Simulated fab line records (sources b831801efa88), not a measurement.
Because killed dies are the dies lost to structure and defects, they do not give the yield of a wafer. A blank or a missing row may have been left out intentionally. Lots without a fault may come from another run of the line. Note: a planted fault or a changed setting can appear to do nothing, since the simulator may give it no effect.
fab line records	flow sky130	part 1 of 2: steps 1 to 25 of 35
record: lots: 5	wafers: 15	lastDay: 49
route steps=708 shown LDD_N@252 LDD_P@255 LDD_HVN@267 LDD_HVP@278
lots with no fault: from the same line, run without faults
startH: hours from the record's opening day to when the first of the lot's shown wafers began	waitH: how many hours have passed since the lot's step before this one	" the same as in the row above	L1.1+2: a single row standing in for several wafers	- no value present, or no start provided	* or withheld: withheld	< > ~ a bound
route shown NAME@n: NAME is a module with steps in the file, n the number in the route of the first one	usual: the fault-free wafers' mean and standard deviation	same: alike in all rows	chamber/n: place in a boat	sites: readings site by site	_std_site: standard deviation across them	_edge_site: mean of outer sites minus mean of inner sites	radiusMm: how far each site lies from the wafer's centre	mask NAME#n: copy n	behind: tool/chamber where the wafer was last shaped	hold: what put the lot on hold/how long, in hours/how the hold closed	device: whichever transistor did not switch (one of n, p or np)	end of line: tests run on the same wafers once the route is complete	where a step has no rows: the recipe by itself	killed: dies lost to structure and defects at the first sort, not the wafer's yield	map: shows each die of a wafer: x if killed, . if not, _ if none is there
set.NAME: the setting that was run; set.NAME@STEP: the one run at that earlier step	model.NAME: the simulator's own value behind a step, which no gauge read
lots at selected steps of the route; one table per step, one row per wafer
services: when a tool's chamber went out of use (startH, in hours from the record's first day, below 0 if earlier), for how many hours, and the reason
== steps ==
step: SKY_LDD_N_IMPLANT_15
recipe: species: BF2	energyKev: 50	doseCm2: 5e+12	tiltDeg: 30	rotationDeg: 270
usual: faradayCurrentUA: 28.1/0.52	tiltDeg: 30.003/0.017
lot.wafer	tool	chamber	startH	waitH	faradayCurrentUA	tiltDeg
L076.3	implanter-01	0	422.17	0.1	28.5	29.994
L076.5	"	0	"	"	27.8	30.002
L076.6	"	0	"	"	27.7	29.994
L077.2	implanter-01	0	427.53	0.1	27.2	30.015
L077.3	"	0	"	"	27.9	30.008
L077.6	"	0	"	"	28.2	30.022
L083.2	implanter-03	0	481.98	0.1	27.5	30.020
L083.4	"	0	"	"	28.2	30.014
L083.5	"	0	"	"	28.0	30.043
L089.1	implanter-04	0	540.57	0.1	28.6	29.992
L089.3	"	0	"	"	28.3	30.015
L089.6	"	0	"	"	27.6	30.008
L091.1	implanter-03	0	554.25	0.1	28.2	30.005
L091.2	"	0	"	"	27.8	29.984
L091.3	"	0	"	"	29.1	29.994
step: SKY_LDD_N_STRIP_16
recipe: chemistry: O2/N2	powerW: 1400	pressureMtorr: 1500	platenTempC: withheld	o2FlowSccm: 3000	n2FlowSccm: 300	overashFraction: 0.5
usual: drypumpMotorCurrentA: 5.83/0.18	o2FlowSccm: 3000/8.7	oesProductAu: 0.407/0.0045	stripTimeToEndpointS: 4.313/0.014
same: overashFraction: 0.5
lot.wafer	tool	chamber	startH	waitH	drypumpMotorCurrentA	o2FlowSccm	oesProductAu	rfHoursCounterH	stripTimeToEndpointS
L076.3	plasmaAsher-02	1	422.30	0.1	5.56	3001	0.411	-	4.327
L076.5	"	1	"	"	5.55	3006	0.408	-	4.328
L076.6	"	0	"	"	5.97	3006	0.405	-	4.338
L077.2	plasmaAsher-01	1	427.65	0.1	5.91	2997	0.409	31	4.312
L077.3	"	0	"	"	5.93	3008	0.410	-	4.297
L077.6	"	0	"	"	5.94	3006	0.408	-	4.297
L083.2	plasmaAsher-01	1	482.11	0.1	5.89	2998	0.411	36	4.308
L083.4	"	1	"	"	5.90	3002	0.406	-	4.293
L083.5	"	1	"	"	5.92	3022	0.407	-	4.300
L089.1	plasmaAsher-01	0	540.72	0.1	5.93	2986	0.412	42	4.309
L089.3	"	0	"	"	5.92	3012	0.407	-	4.331
L089.6	"	0	"	"	5.92	3000	0.411	-	4.327
L091.1	plasmaAsher-02	0	554.40	0.1	5.98	3009	0.403	72	4.318
L091.2	"	1	"	"	5.53	2992	0.410	72	4.321
L091.3	"	1	"	"	5.53	2991	0.405	-	4.332
step: SKY_LDD_N_TW_MEAS_17
usual: LDD_N_TW: 2583/19
lot.wafer	tool	chamber	startH	waitH	LDD_N_TW
L076.3	filmMetro-04	-	422.39	0.1	2575
L076.5	"	-	"	"	2563
L076.6	"	-	"	"	2561
L077.2	filmMetro-04	-	427.76	0.1	2560
L077.3	"	-	"	"	2562
L077.6	"	-	"	"	2575
L083.2	filmMetro-04	-	482.22	0.1	2565
L083.4	"	-	"	"	2575
L083.5	"	-	"	"	2575
L089.1	filmMetro-01	-	540.82	0.1	2605
L089.3	"	-	"	"	2609
L089.6	"	-	"	"	2608
L091.1	filmMetro-01	-	554.50	0.1	2620
L091.2	"	-	"	"	2595
L091.3	"	-	"	"	2601
step: SKY_LDD_P_DEHYDRATE_00
recipe: tempC: 200	timeS: 60
usual: chillPlateTempC: 23.00/0.1
lot.wafer	tool	chamber	startH	waitH	chillPlateTempC
L076.3	lithoTrack-01	0	435.97	13.6	23.05
L076.5	"	0	"	"	23.03
L076.6	"	0	"	"	23.09
L077.2	lithoTrack-01	0	442.04	14.3	23.09
L077.3	"	0	"	"	23.10
L077.6	"	0	"	"	23.02
L083.2	lithoTrack-01	0	497.14	14.9	23.09
L083.4	"	0	"	"	23.01
L083.5	"	0	"	"	23.07
L089.1	lithoTrack-01	0	555.62	14.8	22.99
L089.3	"	0	"	"	23.13
L089.6	"	0	"	"	22.92
L091.1	lithoTrack-03	0	568.71	14.2	23.10
L091.2	"	0	"	"	22.96
L091.3	"	0	"	"	22.98
step: SKY_LDD_P_HMDS_01
recipe: primeTimeS: 60	primeTempC: 120
usual: chillPlateTempC: 22.99/0.12
lot.wafer	tool	chamber	startH	waitH	chillPlateTempC
L076.3	lithoTrack-01	0	436.12	0.1	23.20
L076.5	"	0	"	"	22.96
L076.6	"	0	"	"	23.10
L077.2	lithoTrack-01	0	442.19	0.1	23.00
L077.3	"	0	"	"	22.98
L077.6	"	0	"	"	23.10
L083.2	lithoTrack-01	0	497.29	0.1	22.91
L083.4	"	0	"	"	22.80
L083.5	"	0	"	"	22.88
L089.1	lithoTrack-01	0	555.77	0.1	23.09
L089.3	"	0	"	"	23.16
L089.6	"	0	"	"	23.16
L091.1	lithoTrack-03	0	568.86	0.1	22.80
L091.2	"	0	"	"	23.05
L091.3	"	0	"	"	22.98
step: SKY_LDD_P_COAT_02
recipe: resist: NOVOLAK	spinRpm: 3000	resistThkNm: 1140
usual: chillPlateTempC: 22.98/0.1
lot.wafer	tool	chamber	startH	waitH	chillPlateTempC
L076.3	lithoTrack-01	0	436.27	0.1	22.93
L076.5	"	0	"	"	22.88
L076.6	"	0	"	"	22.88
L077.2	lithoTrack-01	0	442.34	0.1	23.00
L077.3	"	0	"	"	22.99
L077.6	"	0	"	"	22.96
L083.2	lithoTrack-01	0	497.44	0.1	22.88
L083.4	"	0	"	"	23.00
L083.5	"	0	"	"	23.12
L089.1	lithoTrack-01	0	555.92	0.1	22.97
L089.3	"	0	"	"	22.82
L089.6	"	0	"	"	23.01
L091.1	lithoTrack-03	0	569.01	0.1	23.11
L091.2	"	0	"	"	23.18
L091.3	"	0	"	"	23.25
step: SKY_LDD_P_SOFTBAKE_03
recipe: tempC: 90	timeS: 60	resist: NOVOLAK
usual: chillPlateTempC: 23.00/0.11
lot.wafer	tool	chamber	startH	waitH	chillPlateTempC
L076.3	lithoTrack-01	0	436.42	0.1	22.95
L076.5	"	0	"	"	22.89
L076.6	"	0	"	"	22.93
L077.2	lithoTrack-01	0	442.49	0.1	22.98
L077.3	"	0	"	"	22.83
L077.6	"	0	"	"	22.91
L083.2	lithoTrack-01	0	497.59	0.1	23.05
L083.4	"	0	"	"	23.05
L083.5	"	0	"	"	23.19
L089.1	lithoTrack-01	0	556.07	0.1	23.07
L089.3	"	0	"	"	22.90
L089.6	"	0	"	"	22.92
L091.1	lithoTrack-03	0	569.16	0.1	23.04
L091.2	"	0	"	"	22.91
L091.3	"	0	"	"	23.00
step: SKY_LDD_P_EXPOSE_04
recipe: maskId: PSDM	na: 0.6	sourceShape: conventional	sigmaOuter: 0.6	polarization: unpolarized	targetCdNm: 380	doseMj: 138
same: sigmaOuter: 0.6
lot.wafer	tool	chamber	startH	waitH	mask
L076.3+5+6	ilineStepper-01	0	-	-	PSDM#0
L077.2+3+6	ilineStepper-01	0	-	-	PSDM#0
L083.2+4+5	ilineStepper-01	0	-	-	PSDM#0
L089.1+3+6	ilineStepper-02	0	-	-	PSDM#0
L091.1+2+3	ilineStepper-02	0	-	-	PSDM#0
step: SKY_LDD_P_PEB_05
recipe: tempC: withheld	timeS: *	resist: NOVOLAK
usual: chillPlateTempC: *
lot.wafer	tool	chamber	startH	waitH	chillPlateTempC
L076.3	lithoTrack-01	0	-	-	*
L076.5	"	0	"	"	*
L076.6	"	0	"	"	*
L077.2	lithoTrack-04	0	-	-	*
L077.3	"	0	"	"	*
L077.6	"	0	"	"	*
L083.2	lithoTrack-01	0	-	-	*
L083.4	"	0	"	"	*
L083.5	"	0	"	"	*
L089.1	lithoTrack-03	0	-	-	*
L089.3	"	0	"	"	*
L089.6	"	0	"	"	*
L091.1	lithoTrack-01	0	-	-	*
L091.2	"	0	"	"	*
L091.3	"	0	"	"	*
step: SKY_LDD_P_DEVELOP_06
recipe: resist: NOVOLAK	developer: TMAH	developTimeS: 60	devTempC: 23
usual: chillPlateTempC: 22.99/0.1
lot.wafer	tool	chamber	startH	waitH	chillPlateTempC
L076.3	lithoTrack-01	0	452.22	0.1	22.98
L076.5	"	0	"	"	22.90
L076.6	"	0	"	"	22.97
L077.2	lithoTrack-04	0	458.85	0.1	22.91
L077.3	"	0	"	"	23.02
L077.6	"	0	"	"	23.06
L083.2	lithoTrack-01	0	512.69	0.1	22.79
L083.4	"	0	"	"	22.86
L083.5	"	0	"	"	22.94
L089.1	lithoTrack-03	0	570.56	0.1	23.10
L089.3	"	0	"	"	23.07
L089.6	"	0	"	"	23.24
L091.1	lithoTrack-01	0	584.42	0.1	23.10
L091.2	"	0	"	"	23.17
L091.3	"	0	"	"	22.83
step: SKY_LDD_P_CD_MEAS_07
recipe: targetCdNm: 380
usual: cdNm: 380.1/2.8
lot.wafer	tool	chamber	startH	waitH	cdNm
L076.3	cdSem-01	-	452.36	0.1	377.7
L076.5	"	-	"	"	379.4
L076.6	"	-	"	"	377.8
L077.2	cdSem-02	-	458.99	0.1	383.5
L077.3	"	-	"	"	384.9
L077.6	"	-	"	"	381.7
L083.2	cdSem-02	-	512.84	0.1	379.8
L083.4	"	-	"	"	376.9
L083.5	"	-	"	"	377.5
L089.1	cdSem-01	-	570.71	0.1	379.4
L089.3	"	-	"	"	381.9
L089.6	"	-	"	"	381.7
L091.1	cdSem-02	-	584.57	0.1	377.1
L091.2	"	-	"	"	379.4
L091.3	"	-	"	"	378.8
step: SKY_LDD_P_OVL_MEAS_08
usual: LDD_P_OVL: 0.6/1.4
lot.wafer	tool	chamber	startH	waitH	LDD_P_OVL[nm]
L076.3	overlay-01	-	452.45	0.1	-0.2
L076.5	"	-	"	"	-0.9
L076.6	"	-	"	"	-1.7
L077.2	overlay-02	-	459.10	0.1	3.1
L077.3	"	-	"	"	1.9
L077.6	"	-	"	"	2.4
L083.2	overlay-02	-	512.94	0.1	-1.0
L083.4	"	-	"	"	2.2
L083.5	"	-	"	"	-0.9
L089.1	overlay-01	-	570.83	0.1	0.4
L089.3	"	-	"	"	1.1
L089.6	"	-	"	"	0.5
L091.1	overlay-02	-	584.69	0.1	0.1
L091.2	"	-	"	"	1.5
L091.3	"	-	"	"	0.7
step: SKY_LDD_P_IMPLANT_09
recipe: species: BF2	energyKev: 25	doseCm2: 1e+13	tiltDeg: withheld
usual: faradayCurrentUA: 56.4/1.1
lot.wafer	tool	chamber	startH	waitH	faradayCurrentUA
L076.3	implanter-04	0	452.52	0.1	55.4
L076.5	"	0	"	"	54.3
L076.6	"	0	"	"	56.4
L077.2	implanter-04	0	459.15	0.0	55.3
L077.3	"	0	"	"	55.3
L077.6	"	0	"	"	55.8
L083.2	implanter-04	0	513.00	0.0	56.2
L083.4	"	0	"	"	54.5
L083.5	"	0	"	"	55.2
L089.1	implanter-01	0	570.91	0.1	56.0
L089.3	"	0	"	"	57.2
L089.6	"	0	"	"	56.8
L091.1	implanter-01	0	584.72	0.0	57.7
L091.2	"	0	"	"	54.9
L091.3	"	0	"	"	56.4
step: SKY_LDD_P_STRIP_10
recipe: chemistry: O2/N2	powerW: 1400	pressureMtorr: 1500	platenTempC: withheld	o2FlowSccm: 3000	n2FlowSccm: 300	overashFraction: 0.5
usual: drypumpMotorCurrentA: 5.7/0.39	o2FlowSccm: 3000/10	oesProductAu: 0.715/0.0044	stripTimeToEndpointS: 14.16/0.037
same: overashFraction: 0.5
lot.wafer	tool	chamber	startH	waitH	drypumpMotorCurrentA	o2FlowSccm	oesProductAu	rfHoursCounterH	stripTimeToEndpointS
L076.3	plasmaAsher-03	1	452.66	0.1	5.6	2998	0.711	-	14.19
L076.5	"	0	"	"	6.0	3014	0.710	-	14.19
L076.6	"	1	"	"	5.6	3003	0.720	-	14.16
L077.2	plasmaAsher-03	1	459.28	0.1	5.6	3002	0.712	3	14.14
L077.3	"	0	"	"	6.0	3004	0.719	-	14.14
L077.6	"	0	"	"	6.0	3002	0.718	-	14.17
L083.2	plasmaAsher-03	1	513.12	0.1	5.7	2993	0.711	8	14.19
L083.4	"	0	"	"	6.0	3013	0.720	-	14.22
L083.5	"	0	"	"	6.0	2988	0.711	-	14.22
L089.1	plasmaAsher-03	0	571.06	0.1	6.0	2992	0.714	14	14.16
L089.3	"	1	"	"	5.7	2997	0.717	-	14.18
L089.6	"	0	"	"	6.0	3007	0.724	-	14.17
L091.1	plasmaAsher-03	0	584.87	0.1	6.0	2985	0.715	15	14.09
L091.2	"	1	"	"	5.6	2993	0.718	15	14.08
L091.3	"	0	"	"	6.0	2988	0.714	-	14.14
step: SKY_LDD_P_TW_MEAS_11
usual: LDD_P_TW: 636/4.5
lot.wafer	tool	chamber	startH	waitH	LDD_P_TW
L076.3	filmMetro-03	-	452.74	0.1	631
L076.5	"	-	"	"	636
L076.6	"	-	"	"	632
L077.2	filmMetro-03	-	459.39	0.1	637
L077.3	"	-	"	"	636
L077.6	"	-	"	"	635
L083.2	filmMetro-04	-	513.23	0.1	637
L083.4	"	-	"	"	636
L083.5	"	-	"	"	631
L089.1	filmMetro-04	-	571.16	0.1	634
L089.3	"	-	"	"	631
L089.6	"	-	"	"	635
L091.1	filmMetro-04	-	584.97	0.1	630
L091.2	"	-	"	"	630
L091.3	"	-	"	"	630
step: SKY_LDD_HVN_DEHYDRATE_00
recipe: tempC: 200	timeS: 60
usual: chillPlateTempC: 23.00/0.12
lot.wafer	tool	chamber	startH	waitH	chillPlateTempC
L076.3	lithoTrack-02	0	467.33	14.6	22.97
L076.5	"	0	"	"	23.09
L076.6	"	0	"	"	23.02
L077.2	lithoTrack-03	0	473.79	14.4	23.03
L077.3	"	0	"	"	23.15
L077.6	"	0	"	"	22.84
L083.2	lithoTrack-03	0	528.04	14.8	22.95
L083.4	"	0	"	"	23.00
L083.5	"	0	"	"	22.96
L089.1	lithoTrack-03	0	585.51	14.3	23.07
L089.3	"	0	"	"	22.96
L089.6	"	0	"	"	22.92
L091.1	lithoTrack-01	0	599.02	14.0	22.85
L091.2	"	0	"	"	22.95
L091.3	"	0	"	"	22.81
step: SKY_LDD_HVN_HMDS_01
recipe: primeTimeS: 60	primeTempC: 120
usual: chillPlateTempC: 23.01/0.1
lot.wafer	tool	chamber	startH	waitH	chillPlateTempC
L076.3	lithoTrack-02	0	467.48	0.1	22.69
L076.5	"	0	"	"	22.88
L076.6	"	0	"	"	22.78
L077.2	lithoTrack-03	0	473.94	0.1	23.03
L077.3	"	0	"	"	22.99
L077.6	"	0	"	"	23.00
L083.2	lithoTrack-03	0	528.19	0.1	23.04
L083.4	"	0	"	"	23.18
L083.5	"	0	"	"	22.98
L089.1	lithoTrack-03	0	585.66	0.1	22.97
L089.3	"	0	"	"	23.11
L089.6	"	0	"	"	22.95
L091.1	lithoTrack-01	0	599.17	0.1	23.06
L091.2	"	0	"	"	22.98
L091.3	"	0	"	"	23.08
step: SKY_LDD_HVN_COAT_02
recipe: resist: NOVOLAK	spinRpm: 3000	resistThkNm: 300
usual: chillPlateTempC: 23.00/0.11
lot.wafer	tool	chamber	startH	waitH	chillPlateTempC
L076.3	lithoTrack-02	0	467.63	0.1	23.09
L076.5	"	0	"	"	22.77
L076.6	"	0	"	"	22.83
L077.2	lithoTrack-03	0	474.09	0.1	23.13
L077.3	"	0	"	"	22.96
L077.6	"	0	"	"	22.98
L083.2	lithoTrack-03	0	528.34	0.1	23.06
L083.4	"	0	"	"	23.04
L083.5	"	0	"	"	22.86
L089.1	lithoTrack-03	0	585.81	0.1	23.16
L089.3	"	0	"	"	23.06
L089.6	"	0	"	"	22.98
L091.1	lithoTrack-01	0	599.32	0.1	22.93
L091.2	"	0	"	"	22.94
L091.3	"	0	"	"	22.97
step: SKY_LDD_HVN_SOFTBAKE_03
recipe: tempC: 90	timeS: 60	resist: NOVOLAK
usual: chillPlateTempC: 23.02/0.097
lot.wafer	tool	chamber	startH	waitH	chillPlateTempC
L076.3	lithoTrack-02	0	467.78	0.1	23.01
L076.5	"	0	"	"	23.29
L076.6	"	0	"	"	23.02
L077.2	lithoTrack-03	0	474.24	0.1	23.09
L077.3	"	0	"	"	22.93
L077.6	"	0	"	"	22.98
L083.2	lithoTrack-03	0	528.49	0.1	22.98
L083.4	"	0	"	"	23.23
L083.5	"	0	"	"	23.01
L089.1	lithoTrack-03	0	585.96	0.1	22.90
L089.3	"	0	"	"	22.91
L089.6	"	0	"	"	23.14
L091.1	lithoTrack-01	0	599.47	0.1	23.05
L091.2	"	0	"	"	23.22
L091.3	"	0	"	"	23.03
step: SKY_LDD_HVN_EXPOSE_04
recipe: maskId: HVNTM	na: 0.6	sourceShape: conventional	sigmaOuter: 0.6	polarization: unpolarized	targetCdNm: 700	doseMj: 127
same: sigmaOuter: 0.6
lot.wafer	tool	chamber	startH	waitH	mask
L076.3+5+6	ilineStepper-01	0	-	-	HVNTM#0
L077.2+3+6	ilineStepper-01	0	-	-	HVNTM#0
L083.2+4+5	ilineStepper-01	0	-	-	HVNTM#0
L089.1+3+6	ilineStepper-02	0	-	-	HVNTM#0
L091.1+2+3	ilineStepper-02	0	-	-	HVNTM#0
step: SKY_LDD_HVN_PEB_05
recipe: tempC: withheld	timeS: *	resist: NOVOLAK
usual: chillPlateTempC: *
lot.wafer	tool	chamber	startH	waitH	chillPlateTempC
L076.3	lithoTrack-01	0	-	-	*
L076.5	"	0	"	"	*
L076.6	"	0	"	"	*
L077.2	lithoTrack-02	0	-	-	*
L077.3	"	0	"	"	*
L077.6	"	0	"	"	*
L083.2	lithoTrack-03	0	-	-	*
L083.4	"	0	"	"	*
L083.5	"	0	"	"	*
L089.1	lithoTrack-03	0	-	-	*
L089.3	"	0	"	"	*
L089.6	"	0	"	"	*
L091.1	lithoTrack-03	0	-	-	*
L091.2	"	0	"	"	*
L091.3	"	0	"	"	*
step: SKY_LDD_HVN_DEVELOP_06
recipe: resist: NOVOLAK	developer: TMAH	developTimeS: 60	devTempC: 23
usual: chillPlateTempC: 22.99/0.084
lot.wafer	tool	chamber	startH	waitH	chillPlateTempC
L076.3	lithoTrack-01	0	483.27	0.1	22.94
L076.5	"	0	"	"	23.00
L076.6	"	0	"	"	23.03
L077.2	lithoTrack-02	0	490.11	0.1	23.13
L077.3	"	0	"	"	22.98
L077.6	"	0	"	"	22.92
L083.2	lithoTrack-03	0	542.99	0.1	22.90
L083.4	"	0	"	"	23.06
L083.5	"	0	"	"	23.16
L089.1	lithoTrack-03	0	600.11	0.1	23.19
L089.3	"	0	"	"	22.85
L089.6	"	0	"	"	23.04
L091.1	lithoTrack-03	0	614.06	0.1	22.91
L091.2	"	0	"	"	23.02
L091.3	"	0	"	"	22.89
step: SKY_LDD_HVN_OVL_MEAS_07
usual: LDD_HVN_OVL: -0.2/1.5
lot.wafer	tool	chamber	startH	waitH	LDD_HVN_OVL[nm]
L076.3	overlay-02	-	483.38	0.1	0.5
L076.5	"	-	"	"	0.5
L076.6	"	-	"	"	2.3
L077.2	overlay-02	-	490.24	0.1	0.7
L077.3	"	-	"	"	-0.6
L077.6	"	-	"	"	2.1
L083.2	overlay-02	-	543.12	0.1	-0.8
L083.4	"	-	"	"	-2.7
L083.5	"	-	"	"	-0.7
L089.1	overlay-01	-	600.26	0.1	0.7
L089.3	"	-	"	"	0.1
L089.6	"	-	"	"	2.6
L091.1	overlay-01	-	614.21	0.1	0.2
L091.2	"	-	"	"	-0.5
L091.3	"	-	"	"	-0.6
step: SKY_LDD_HVN_IMPLANT_08
recipe: species: P	energyKev: 60	doseCm2: 3e+13	tiltDeg: 40
usual: faradayCurrentUA: 169/3.2	tiltDeg: 40.003/0.021
lot.wafer	tool	chamber	startH	waitH	faradayCurrentUA	tiltDeg
L076.3	implanter-03	0	483.45	0.1	169	39.991
L076.5	"	0	"	"	167	39.985
L076.6	"	0	"	"	171	40.028
L077.2	implanter-02	0	490.30	0.0	172	40.001
L077.3	"	0	"	"	168	40.030
L077.6	"	0	"	"	173	39.951
L083.2	implanter-03	0	543.17	0.0	170	39.963
L083.4	"	0	"	"	169	39.980
L083.5	"	0	"	"	169	39.978
L089.1	implanter-04	0	600.30	0.0	173	40.020
L089.3	"	0	"	"	166	40.003
L089.6	"	0	"	"	168	40.014
L091.1	implanter-02	0	614.25	0.0	171	40.065
L091.2	"	0	"	"	166	40.037
L091.3	"	0	"	"	165	40.066
step: SKY_LDD_HVN_STRIP_09
recipe: chemistry: O2/N2	powerW: 1400	pressureMtorr: 1500	platenTempC: withheld	o2FlowSccm: 3000	n2FlowSccm: 300	overashFraction: 0.5
usual: drypumpMotorCurrentA: 5.7/0.35	o2FlowSccm: 3000/9	oesProductAu: 0.408/0.0048	stripTimeToEndpointS: 4.135/0.015
same: overashFraction: 0.5
lot.wafer	tool	chamber	startH	waitH	drypumpMotorCurrentA	o2FlowSccm	oesProductAu	rfHoursCounterH	stripTimeToEndpointS
L076.3	plasmaAsher-03	1	483.59	0.1	5.7	2989	0.407	-	4.114
L076.5	"	0	"	"	6.0	2992	0.415	-	4.120
L076.6	"	1	"	"	5.6	2982	0.403	-	4.132
L077.2	plasmaAsher-03	1	490.42	0.1	5.6	3017	0.405	6	4.126
L077.3	"	1	"	"	5.6	3000	0.406	-	4.127
L077.6	"	1	"	"	5.6	3006	0.399	-	4.111
L083.2	plasmaAsher-02	0	543.30	0.1	6.0	2996	0.411	71	4.151
L083.4	"	0	"	"	6.0	2994	0.415	-	4.140
L083.5	"	1	"	"	5.5	3003	0.417	-	4.142
L089.1	plasmaAsher-03	0	600.45	0.1	6.0	3010	0.406	16	4.157
L089.3	"	0	"	"	6.0	3017	0.410	-	4.160
L089.6	"	1	"	"	5.6	2999	0.404	-	4.143
L091.1	plasmaAsher-04	1	614.40	0.1	5.8	3003	0.405	90	4.138
L091.2	"	0	"	"	4.8	3006	0.419	90	4.116
L091.3	"	0	"	"	4.8	3002	0.413	-	4.133
